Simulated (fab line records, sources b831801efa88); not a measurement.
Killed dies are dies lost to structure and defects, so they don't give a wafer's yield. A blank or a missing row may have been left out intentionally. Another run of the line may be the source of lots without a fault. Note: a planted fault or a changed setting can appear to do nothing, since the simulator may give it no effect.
The tool behind it: which one?	flow sky130	21 wafers from 7 lots sampled at 3 of the route's 708 steps

## WHAT THE GAUGES SHOWED, per wafer
SKY_VIA3_THK_MEAS_23: measures by xrf.
lot	measured	on	VIA3_W_THK (nm)
L858	day 40 16:00	film metro-03	411 401 408
L860	day 41 11:57	film metro-03	393 390 405
L866	day 43 01:46	film metro-02	402 402 393
L869	day 44 01:06	film metro-03	405 388 389
L872	day 44 18:13	film metro-04	400 391 393
L876	day 46 01:32	film metro-02	391 409 407
L878	day 46 03:44	film metro-03	401 404 414

## WHICH TOOL RAN EACH LOT (tool, then ch and the chambers of the sampled wafers, then the start)
lot	SKY_SONOS_TUNNEL_STRIP_11	SKY_VIA3_SPUTTER_20
L858	wet bench-01 ch 0, day 12 10:38	pvd sputter-02, day 40 15:40
L860	wet bench-04 ch 0, day 13 03:47	pvd sputter-01, day 41 11:38
L866	wet bench-02 ch 1, day 15 05:11	pvd sputter-03, day 43 01:27
L869	wet bench-04 ch 3, day 16 05:02	pvd sputter-01, day 44 00:47
L872	wet bench-04 ch 3, day 17 00:55	pvd sputter-03, day 44 17:54
L876	wet bench-02 ch 2, day 18 10:14	pvd sputter-03, day 46 01:13
L878	wet bench-04 ch 0, day 19 00:08	pvd sputter-02, day 46 03:25
- SKY_SONOS_TUNNEL_STRIP_11: strips in SPM, time 600 s.
- SKY_VIA3_SPUTTER_20: material TiN, target thk 20 nm, time 80 s.

## THE ANSWER, worked out from the rows above alone
Rule: usual is defined by the lots themselves. Put in order of their means at a reading, lots are off if they are a third of the lots or fewer, leave a main group of 4 or more, and stand apart from it by a gap of 3 or more times the standard deviation of the main group's means; of several such gaps the widest counts. Not used: any main group whose means are identical at the precision the tables above print for the reading. Also off: a lot with no number at a reading for which 4 or more lots have one. The other lots that the step has rows for count as sound.
None of the lots is off at any reading shown; this tells nothing.

## WHAT THE SIMULATOR HAD PUT IN
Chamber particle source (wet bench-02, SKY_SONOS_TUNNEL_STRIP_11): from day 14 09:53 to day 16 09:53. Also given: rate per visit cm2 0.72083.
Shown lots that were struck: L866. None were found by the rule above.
